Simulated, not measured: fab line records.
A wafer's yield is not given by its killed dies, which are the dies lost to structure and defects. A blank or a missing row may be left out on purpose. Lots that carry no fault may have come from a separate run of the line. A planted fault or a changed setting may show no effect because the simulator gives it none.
fab line records -- flow sky130
[record] lots = 14, wafers = 42, last-day = 50
route steps=708 shown SD_P@330 RES_XHIGH@340 LI_CONTACT@374 CONTACT@423
lots untouched by any fault: they come from a run of this same line in which no faults occurred
start-h: hours from the record's first day to the start of the lot's first wafer shown -- wait-h: time in hours since the lot's previous step -- " same as the row above -- L1.1+2: a single row standing in for several wafers -- - value missing, or start not given -- * or withheld: withheld -- < > ~ a bound
route shown NAME@n: NAME is a module with steps in the file, n the number in the route of the first one -- usual: mean/standard deviation taken from wafers without a fault -- same: alike in all rows -- chamber/n: place in a boat -- sites: readings site by site -- _std_site: standard deviation across them -- _edge_site: the outer-site mean with the inner-site mean subtracted -- radius-mm: for every site, how far away it sits from the centre of the wafer -- mask NAME#n: copy n -- behind: the tool/chamber that last shaped the wafer -- hold: why the lot went on hold/how many hours it stayed there/how the hold came to an end -- device: the transistor (n, p or np) that didn't switch -- end of line: at the end of the route, the tests of the same wafers -- a step given without rows: its recipe and nothing more -- killed: dies lost to structure and defects at the first sort, not the wafer's yield -- map: the dies of a wafer, with x for killed, . for not killed, _ for no die there
set.NAME: the setting as run; set.NAME@STEP: as run at that earlier step -- model.NAME: the simulator's own value behind a step, which no gauge read
a sample of lots followed through the steps of the route, with each step as a table and each wafer as a row
services: the hour from which a tool's chamber was out of use, counted from the record's first day as start-h (under 0 if before that day), plus the number of hours and why
[[steps]]
[step SKY_SD_P_STRIP_10]
[recipe] chemistry = O2/N2, power-w = 1400, pressure-mtorr = 1500, platen-temp-c = withheld, o2-flow-sccm = 3000, n2-flow-sccm = 300, overash-fraction = 0.5
[usual] chamber-pressure-mTorr = 1500.2/1.3, drypump-motor-current-A = 5.9/0.38, oes-product-au = 0.618/0.0043, strip-time-to-endpoint-s = 17.49/0.043
lot.wafer,tool,chamber,start-h,wait-h,chamber-pressure-mTorr,drypump-motor-current-A,oes-product-au,rf-hours-counter-h,strip-time-to-endpoint-s
L805.3,plasma-asher-02,1,602.81,0.1,1499.9,5.8,0.622,-,17.51
L805.5,plasma-asher-02,0,602.81,0.1,1499.7,6.4,0.618,-,17.50
L805.6,plasma-asher-02,1,602.81,0.1,1501.9,5.8,0.614,-,17.51
L809.3,plasma-asher-03,1,647.21,0.1,1498.0,5.4,0.618,-,17.46
L809.4,plasma-asher-03,0,647.21,0.1,1499.9,6.3,0.611,-,17.46
L809.5,plasma-asher-03,0,647.21,0.1,1501.7,6.3,0.614,-,17.40
L810.1,plasma-asher-04,1,653.13,0.1,1500.8,5.8,0.619,23,17.48
L810.2,plasma-asher-04,0,653.13,0.1,1500.8,5.4,0.617,23,17.47
L810.3,plasma-asher-04,0,653.13,0.1,1498.3,5.4,0.621,-,17.46
L811.1,plasma-asher-02,0,660.52,0.1,1500.1,6.4,0.619,82,17.49
L811.3,plasma-asher-02,0,660.52,0.1,1502.7,6.4,0.616,-,17.50
L811.5,plasma-asher-02,0,660.52,0.1,1501.4,6.4,0.618,-,17.49
L812.4,plasma-asher-03,0,664.56,0.1,-,-,-,-,-
L812.5,plasma-asher-03,1,664.56,0.1,-,-,-,-,-
L812.6,plasma-asher-03,0,664.56,0.1,-,-,-,-,-
L813.2,plasma-asher-04,1,677.23,0.1,-,-,-,-,-
L813.5,plasma-asher-04,0,677.23,0.1,-,-,-,-,-
L813.6,plasma-asher-04,1,677.23,0.1,-,-,-,-,-
L817.3,plasma-asher-04,1,701.01,0.1,1498.3,5.8,0.614,-,17.50
L817.5,plasma-asher-04,1,701.01,0.1,1498.3,5.8,0.620,-,17.54
L817.6,plasma-asher-04,0,701.01,0.1,1500.6,5.4,0.623,-,17.59
L818.1,plasma-asher-02,1,712.77,0.1,1500.4,5.8,0.616,87,17.49
L818.2,plasma-asher-02,0,712.77,0.1,1501.3,6.4,0.614,87,17.51
L818.4,plasma-asher-02,0,712.77,0.1,1500.4,6.4,0.623,-,17.47
L819.2,plasma-asher-02,0,714.33,0.1,1499.6,6.4,0.622,87,17.45
L819.3,plasma-asher-02,0,714.33,0.1,1501.8,6.4,0.616,-,17.41
L819.5,plasma-asher-02,1,714.33,0.1,1500.1,5.7,0.626,-,17.43
L820.3,plasma-asher-04,1,729.61,0.1,1502.6,5.7,0.617,-,17.46
L820.4,plasma-asher-04,0,729.61,0.1,1499.5,5.4,0.611,-,17.45
L820.6,plasma-asher-04,1,729.61,0.1,1499.9,5.8,0.619,-,17.44
L821.2,plasma-asher-04,1,735.38,0.1,1500.5,5.8,0.625,32,17.47
L821.4,plasma-asher-04,1,735.38,0.1,1499.8,5.7,0.624,-,17.47
L821.6,plasma-asher-04,1,735.38,0.1,1498.3,5.8,0.624,-,17.50
L822.2,plasma-asher-04,1,746.68,0.1,1502.1,5.8,0.622,33,17.49
L822.3,plasma-asher-04,0,746.68,0.1,1500.3,5.5,0.616,-,17.51
L822.4,plasma-asher-04,1,746.68,0.1,1500.3,5.8,0.624,-,17.48
L825.2,plasma-asher-02,0,766.32,0.1,1500.6,6.5,0.613,92,17.52
L825.3,plasma-asher-02,1,766.32,0.1,1501.6,5.8,0.613,-,17.53
L825.4,plasma-asher-02,0,766.32,0.1,1499.9,6.4,0.617,-,17.45
L826.1,plasma-asher-02,1,771.07,0.1,1499.0,5.7,0.617,93,17.40
L826.3,plasma-asher-02,0,771.07,0.1,1502.4,6.4,0.619,-,17.46
L826.4,plasma-asher-02,1,771.07,0.1,1502.4,5.8,0.611,-,17.39
[step SKY_RES_XHIGH_STRIP_08]
[recipe] chemistry = O2/N2, power-w = 1400, pressure-mtorr = 1500, platen-temp-c = withheld, o2-flow-sccm = 3000, n2-flow-sccm = 300, overash-fraction = 0.5
[usual] chamber-pressure-mTorr = 1500.1/1.4, drypump-motor-current-A = 5.6/0.35, oes-product-au = 0.710/0.0048, strip-time-to-endpoint-s = 14.28/0.043
lot.wafer,tool,chamber,start-h,wait-h,chamber-pressure-mTorr,drypump-motor-current-A,oes-product-au,rf-hours-counter-h,strip-time-to-endpoint-s
L805.3,plasma-asher-03,1,632.30,0.1,1498.6,5.4,0.710,-,14.36
L805.5,plasma-asher-03,1,632.30,0.1,1501.2,5.4,0.705,-,14.32
L805.6,plasma-asher-03,0,632.30,0.1,1500.8,6.3,0.713,-,14.35
L809.3,plasma-asher-04,0,675.25,0.1,1498.7,5.5,0.714,-,14.33
L809.4,plasma-asher-04,1,675.25,0.1,1497.8,5.8,0.710,-,14.27
L809.5,plasma-asher-04,0,675.25,0.1,1501.7,5.4,0.711,-,14.31
L810.1,plasma-asher-04,1,681.23,0.1,1501.0,5.8,0.708,26,14.22
L810.2,plasma-asher-04,0,681.23,0.1,1500.5,5.4,0.709,26,14.27
L810.3,plasma-asher-04,0,681.23,0.1,1500.0,5.4,0.711,-,14.25
L811.1,plasma-asher-03,0,688.88,0.1,1499.6,6.3,0.715,101,14.35
L811.3,plasma-asher-03,0,688.88,0.1,1499.2,6.3,0.708,-,14.31
L811.5,plasma-asher-03,0,688.88,0.1,1496.3,6.3,0.715,-,14.35
L812.4,plasma-asher-01,1,692.72,0.1,1500.1,5.6,0.715,-,31.40
L812.5,plasma-asher-01,0,692.72,0.1,1498.8,5.1,0.711,-,31.41
L812.6,plasma-asher-01,1,692.72,0.1,1500.6,5.6,0.718,-,31.44
L813.2,plasma-asher-03,0,705.07,0.1,1498.6,6.2,0.714,102,31.46
L813.5,plasma-asher-03,1,705.07,0.1,1499.1,5.4,0.724,-,31.41
L813.6,plasma-asher-03,0,705.07,0.1,1501.0,6.3,0.724,-,31.38
L817.3,plasma-asher-01,1,728.65,0.1,1498.8,5.6,0.707,-,14.22
L817.5,plasma-asher-01,1,728.65,0.1,1501.1,5.6,0.708,-,14.25
L817.6,plasma-asher-01,0,728.65,0.1,1499.7,5.0,0.703,-,14.20
L818.1,plasma-asher-04,0,739.97,0.1,1499.0,5.4,0.710,33,14.31
L818.2,plasma-asher-04,1,739.97,0.1,1500.4,5.8,0.718,33,14.34
L818.4,plasma-asher-04,0,739.97,0.1,1497.5,5.4,0.711,-,14.32
L819.2,plasma-asher-04,1,741.38,0.1,1497.8,5.8,0.712,33,14.28
L819.3,plasma-asher-04,1,741.38,0.1,1501.3,5.8,0.708,-,14.28
L819.5,plasma-asher-04,1,741.38,0.1,1498.5,5.8,0.711,-,14.24
L820.3,plasma-asher-04,1,756.95,0.1,1501.8,5.7,0.701,-,14.30
L820.4,plasma-asher-04,0,756.95,0.1,1500.4,5.4,0.704,-,14.30
L820.6,plasma-asher-04,0,756.95,0.1,1500.0,5.4,0.717,-,14.25
L821.2,plasma-asher-03,0,762.57,0.1,1498.2,6.3,0.712,2,14.27
L821.4,plasma-asher-03,1,762.57,0.1,1496.6,5.4,0.706,-,14.28
L821.6,plasma-asher-03,0,762.57,0.1,1501.6,6.2,0.705,-,14.30
L822.2,plasma-asher-04,0,773.17,0.1,1498.9,5.4,0.710,36,14.23
L822.3,plasma-asher-04,1,773.17,0.1,1500.9,5.8,0.707,-,14.23
L822.4,plasma-asher-04,0,773.17,0.1,1501.2,5.4,0.703,-,14.24
L825.2,plasma-asher-03,1,792.88,0.1,1502.4,5.4,0.717,5,14.28
L825.3,plasma-asher-03,1,792.88,0.1,1499.6,5.4,0.701,-,14.22
L825.4,plasma-asher-03,0,792.88,0.1,1498.1,6.3,0.706,-,14.28
L826.1,plasma-asher-03,1,797.77,0.1,1500.9,5.4,0.709,5,14.24
L826.3,plasma-asher-03,0,797.77,0.1,1501.6,6.3,0.712,-,14.19
L826.4,plasma-asher-03,1,797.77,0.1,1500.7,5.4,0.718,-,14.22
[step SKY_RES_XHIGH_TW_MEAS_09]
[usual] RES_XHIGH_TW = 1645/11
lot.wafer,tool,chamber,start-h,wait-h,RES_XHIGH_TW
L805.3,film-metro-03,-,632.39,0.1,1648
L805.5,film-metro-03,-,632.39,0.1,1650
L805.6,film-metro-03,-,632.39,0.1,1655
L809.3,film-metro-04,-,675.34,0.1,1629
L809.4,film-metro-04,-,675.34,0.1,1646
L809.5,film-metro-04,-,675.34,0.1,1632
L810.1,film-metro-03,-,681.33,0.1,1639
L810.2,film-metro-03,-,681.33,0.1,1641
L810.3,film-metro-03,-,681.33,0.1,1651
L811.1,film-metro-03,-,688.98,0.1,1647
L811.3,film-metro-03,-,688.98,0.1,1642
L811.5,film-metro-03,-,688.98,0.1,1643
L812.4,film-metro-01,-,692.81,0.1,30
L812.5,film-metro-01,-,692.81,0.1,30
L812.6,film-metro-01,-,692.81,0.1,30
L813.2,film-metro-03,-,705.18,0.1,30
L813.5,film-metro-03,-,705.18,0.1,30
L813.6,film-metro-03,-,705.18,0.1,30
L817.3,film-metro-04,-,728.74,0.1,1628
L817.5,film-metro-04,-,728.74,0.1,1641
L817.6,film-metro-04,-,728.74,0.1,1635
L818.1,film-metro-01,-,740.07,0.1,1644
L818.2,film-metro-01,-,740.07,0.1,1642
L818.4,film-metro-01,-,740.07,0.1,1636
L819.2,film-metro-04,-,741.49,0.1,1638
L819.3,film-metro-04,-,741.49,0.1,1636
L819.5,film-metro-04,-,741.49,0.1,1639
L820.3,film-metro-04,-,757.04,0.1,1621
L820.4,film-metro-04,-,757.04,0.1,1622
L820.6,film-metro-04,-,757.04,0.1,1630
L821.2,film-metro-04,-,762.68,0.1,1636
L821.4,film-metro-04,-,762.68,0.1,1635
L821.6,film-metro-04,-,762.68,0.1,1626
L822.2,film-metro-03,-,773.28,0.1,1656
L822.3,film-metro-03,-,773.28,0.1,1658
L822.4,film-metro-03,-,773.28,0.1,1656
L825.2,film-metro-04,-,792.99,0.1,1645
L825.3,film-metro-04,-,792.99,0.1,1647
L825.4,film-metro-04,-,792.99,0.1,1643
L826.1,film-metro-03,-,797.87,0.1,1654
L826.3,film-metro-03,-,797.87,0.1,1648
L826.4,film-metro-03,-,797.87,0.1,1657
[step SKY_LI_CONTACT_CD_MEAS_12]
[recipe] target-cd-nm = 170
[usual] cd-nm = 169.8/1.7
lot.wafer,tool,chamber,start-h,wait-h,cd-nm
L805.3,cd-sem-02,-,691.01,-,170.2
L805.5,cd-sem-02,-,691.01,-,169.5
L805.6,cd-sem-02,-,691.01,-,168.8
L809.3,cd-sem-01,-,732.61,-,164.5
L809.4,cd-sem-01,-,732.61,-,165.8
L809.5,cd-sem-01,-,732.61,-,166.1
L810.1,cd-sem-01,-,737.93,-,170.1
L810.2,cd-sem-01,-,737.93,-,170.9
L810.3,cd-sem-01,-,737.93,-,170.5
L811.1,cd-sem-02,-,746.03,-,169.4
L811.3,cd-sem-02,-,746.03,-,168.0
L811.5,cd-sem-02,-,746.03,-,167.5
L812.4,cd-sem-01,-,749.89,-,171.6
L812.5,cd-sem-01,-,749.89,-,171.6
L812.6,cd-sem-01,-,749.89,-,172.4
L813.2,cd-sem-01,-,760.95,-,170.0
L813.5,cd-sem-01,-,760.95,-,169.2
L813.6,cd-sem-01,-,760.95,-,170.0
L817.3,cd-sem-02,-,784.62,-,170.0
L817.5,cd-sem-02,-,784.62,-,169.9
L817.6,cd-sem-02,-,784.62,-,170.0
L818.1,cd-sem-02,-,795.63,-,170.4
L818.2,cd-sem-02,-,795.63,-,169.8
L818.4,cd-sem-02,-,795.63,-,170.8
L819.2,cd-sem-02,-,796.65,-,168.9
L819.3,cd-sem-02,-,796.65,-,169.1
L819.5,cd-sem-02,-,796.65,-,168.7
L820.3,cd-sem-01,-,811.47,-,171.9
L820.4,cd-sem-01,-,811.47,-,171.7
L820.6,cd-sem-01,-,811.47,-,173.2
L821.2,cd-sem-01,-,815.65,-,170.4
L821.4,cd-sem-01,-,815.65,-,170.6
L821.6,cd-sem-01,-,815.65,-,169.5
L822.2,cd-sem-02,-,826.35,-,173.2
L822.3,cd-sem-02,-,826.35,-,173.0
L822.4,cd-sem-02,-,826.35,-,173.7
L825.2,cd-sem-01,-,846.49,-,169.7
L825.3,cd-sem-01,-,846.49,-,169.7
L825.4,cd-sem-01,-,846.49,-,169.3
L826.1,cd-sem-02,-,851.83,-,169.9
L826.3,cd-sem-02,-,851.83,-,169.7
L826.4,cd-sem-02,-,851.83,-,169.0
[step SKY_CONTACT_ETCH_17]
[recipe] target = SiO2, chemistry = C4F8/O2/Ar, stop-on = Si3N4, mask-material = KrF-thick, source-w = 1500, bias-w = 1200, pressure-mtorr = 40, c4f8-flow-sccm = withheld, O2_flow_sccm = 6, Ar_flow_sccm = 300, time-s = withheld, target-depth-a = 3400
[usual] bias-w = 1200/3.3, oes-product-au = 0.892/0.0052
lot.wafer,tool,chamber,start-h,wait-h,bias-w,oes-product-au
L805.3,rie-diel-03,0,749.07,0.0,1203,0.891
L805.5,rie-diel-03,3,749.07,0.0,1200,0.891
L805.6,rie-diel-03,0,749.07,0.0,1200,0.888
L809.3,rie-diel-03,2,789.72,0.0,1199,0.893
L809.4,rie-diel-03,3,789.72,0.0,1202,0.897
L809.5,rie-diel-03,0,789.72,0.0,1199,0.884
L810.1,rie-diel-01,0,795.02,0.0,1204,0.890
L810.2,rie-diel-01,3,795.02,0.0,1201,0.891
L810.3,rie-diel-01,2,795.02,0.0,1198,0.895
L811.1,rie-diel-01,1,802.02,0.0,1202,0.899
L811.3,rie-diel-01,0,802.02,0.0,1201,0.888
L811.5,rie-diel-01,1,802.02,0.0,1200,0.893
L812.4,rie-diel-03,1,806.00,0.0,1204,0.883
L812.5,rie-diel-03,2,806.00,0.0,1203,0.901
L812.6,rie-diel-03,0,806.00,0.0,1201,0.900
L813.2,rie-diel-04,2,815.98,0.0,1205,0.899
L813.5,rie-diel-04,0,815.98,0.0,1198,0.901
L813.6,rie-diel-04,3,815.98,0.0,1202,0.882
L817.3,rie-diel-01,0,840.28,0.0,1200,0.899
L817.5,rie-diel-01,1,840.28,0.0,1201,0.892
L817.6,rie-diel-01,0,840.28,0.0,1197,0.889
L818.1,rie-diel-01,2,850.61,0.0,1200,0.888
L818.2,rie-diel-01,1,850.61,0.0,1204,0.893
L818.4,rie-diel-01,0,850.61,0.0,1200,0.891
L819.2,rie-diel-03,1,852.14,0.0,1199,0.895
L819.3,rie-diel-03,2,852.14,0.0,1199,0.897
L819.5,rie-diel-03,2,852.14,0.0,1201,0.886
L820.3,rie-diel-04,0,867.53,0.0,1194,0.892
L820.4,rie-diel-04,3,867.53,0.0,1204,0.893
L820.6,rie-diel-04,2,867.53,0.0,1194,0.896
L821.2,rie-diel-03,3,870.46,0.0,1191,0.900
L821.4,rie-diel-03,0,870.46,0.0,1201,0.888
L821.6,rie-diel-03,0,870.46,0.0,1205,0.893
L822.2,rie-diel-03,0,881.52,0.0,1194,0.896
L822.3,rie-diel-03,2,881.52,0.0,1201,0.887
L822.4,rie-diel-03,1,881.52,0.0,1199,0.890
L825.2,rie-diel-03,3,901.67,0.0,1199,0.898
L825.3,rie-diel-03,2,901.67,0.0,1197,0.896
L825.4,rie-diel-03,1,901.67,0.0,1195,0.884
L826.1,rie-diel-04,2,906.54,0.0,1196,0.901
L826.3,rie-diel-04,1,906.54,0.0,1196,0.884
L826.4,rie-diel-04,3,906.54,0.0,1195,0.894
[step SKY_CONTACT_THK_MEAS_26]
[recipe] thk-meas-gauge = xrf, reads = W_of_CONTACT_CVD_24
[usual] CONTACT_W_THK = 341/5.9
lot.wafer,tool,chamber,start-h,wait-h,CONTACT_W_THK[nm]
L805.3,film-metro-02,-,750.12,0.1,351
L805.5,film-metro-02,-,750.12,0.1,345
L805.6,film-metro-02,-,750.12,0.1,348
L809.3,film-metro-02,-,790.75,0.1,350
L809.4,film-metro-02,-,790.75,0.1,347
L809.5,film-metro-02,-,790.75,0.1,352
L810.1,film-metro-04,-,795.99,0.1,345
L810.2,film-metro-04,-,795.99,0.1,344
L810.3,film-metro-04,-,795.99,0.1,341
L811.1,film-metro-01,-,803.05,0.1,338
L811.3,film-metro-01,-,803.05,0.1,340
L811.5,film-metro-01,-,803.05,0.1,341
L812.4,film-metro-01,-,807.10,0.1,342
L812.5,film-metro-01,-,807.10,0.1,335
L812.6,film-metro-01,-,807.10,0.1,340
L813.2,film-metro-01,-,816.96,0.1,338
L813.5,film-metro-01,-,816.96,0.1,329
L813.6,film-metro-01,-,816.96,0.1,338
L817.3,film-metro-02,-,841.27,0.1,352
L817.5,film-metro-02,-,841.27,0.1,348
L817.6,film-metro-02,-,841.27,0.1,351
L818.1,film-metro-01,-,851.59,0.1,335
L818.2,film-metro-01,-,851.59,0.1,342
L818.4,film-metro-01,-,851.59,0.1,335
L819.2,film-metro-01,-,853.14,0.1,334
L819.3,film-metro-01,-,853.14,0.1,334
L819.5,film-metro-01,-,853.14,0.1,335
L820.3,film-metro-04,-,869.04,0.1,340
L820.4,film-metro-04,-,869.04,0.1,340
L820.6,film-metro-04,-,869.04,0.1,340
L821.2,film-metro-02,-,871.56,0.1,349
L821.4,film-metro-02,-,871.56,0.1,345
L821.6,film-metro-02,-,871.56,0.1,348
L822.2,film-metro-04,-,882.50,0.1,336
L822.3,film-metro-04,-,882.50,0.1,335
L822.4,film-metro-04,-,882.50,0.1,336
L825.2,film-metro-02,-,902.68,0.1,344
L825.3,film-metro-02,-,902.68,0.1,343
L825.4,film-metro-02,-,902.68,0.1,349
L826.1,film-metro-01,-,907.55,0.1,339
L826.3,film-metro-01,-,907.55,0.1,345
L826.4,film-metro-01,-,907.55,0.1,341
[[services]]
tool,chamber,start-h,hours,kind
rie-diel-03,0,596.37,6.0,repair
rie-diel-01,3,610.31,2.6,repair
rie-diel-03,2,616.88,12.5,repair
plasma-asher-04,-,629.81,3.6,repair
rie-diel-03,-,641.86,0.7,repair
rie-diel-01,1,658.91,12.7,repair
rie-diel-01,2,685.24,14.9,repair
plasma-asher-03,-,686.24,0.8,repair
rie-diel-03,0,688.24,3.9,repair
rie-diel-03,1,703.76,5.2,repair
plasma-asher-03,-,711.85,7.6,repair
rie-diel-03,-,721.69,0.6,repair
rie-diel-03,0,726.91,3.0,repair
plasma-asher-03,-,733.75,9.0,pm
rie-diel-03,-,742.48,1.0,repair
rie-diel-03,2,747.74,5.2,repair
plasma-asher-02,-,797.28,6.6,repair
rie-diel-01,3,805.35,5.3,repair
plasma-asher-02,-,806.55,0.7,repair
plasma-asher-02,-,814.75,4.6,repair
plasma-asher-02,-,836.99,0.7,repair
rie-diel-01,2,839.68,6.2,repair
rie-diel-01,3,845.38,7.9,repair
plasma-asher-03,-,873.21,4.2,repair
[[key]]
[first-sign] step = SKY_SD_P_STRIP_10, reading = tool-record, direction = missing
[effect] step = SKY_RES_XHIGH_STRIP_08, reading = strip-time-to-endpoint-s, direction = up, sigmas = 99+, usual = *, struck = *
[effect] step = SKY_RES_XHIGH_TW_MEAS_09, reading = RES_XHIGH_TW, direction = down, sigmas = 99+, usual = 1645, struck = 30
met-at SKY_SD_P_STRIP_10
struck-lots L812,L813
sort-left-out L812.4,L812.5,L812.6,L813.2,L813.5,L813.6
tester-left-out L812,L813
not-acting-at SKY_LI_CONTACT_CD_MEAS_12,SKY_CONTACT_ETCH_17,SKY_CONTACT_THK_MEAS_26
onset-between 653.13 664.56
[fault] kind = skipped-step-whole, tool = plasma-asher-03,plasma-asher-04, chamber = -, onset-h = 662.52, steps = SKY_SD_P_STRIP_10, scope = struck-lots-only
// tester-left-out: of these lots the tester's yield and bins aren't shown, on N5 and GAA mostly nor the transistor test; their killed dies are dies lost to structure and defects alone, not to doping, threshold or leakage, so they don't give the yield
// sort-left-out: the simulated sort isn't trusted on such a fault, so these wafers' sort isn't shown, and their yield isn't known
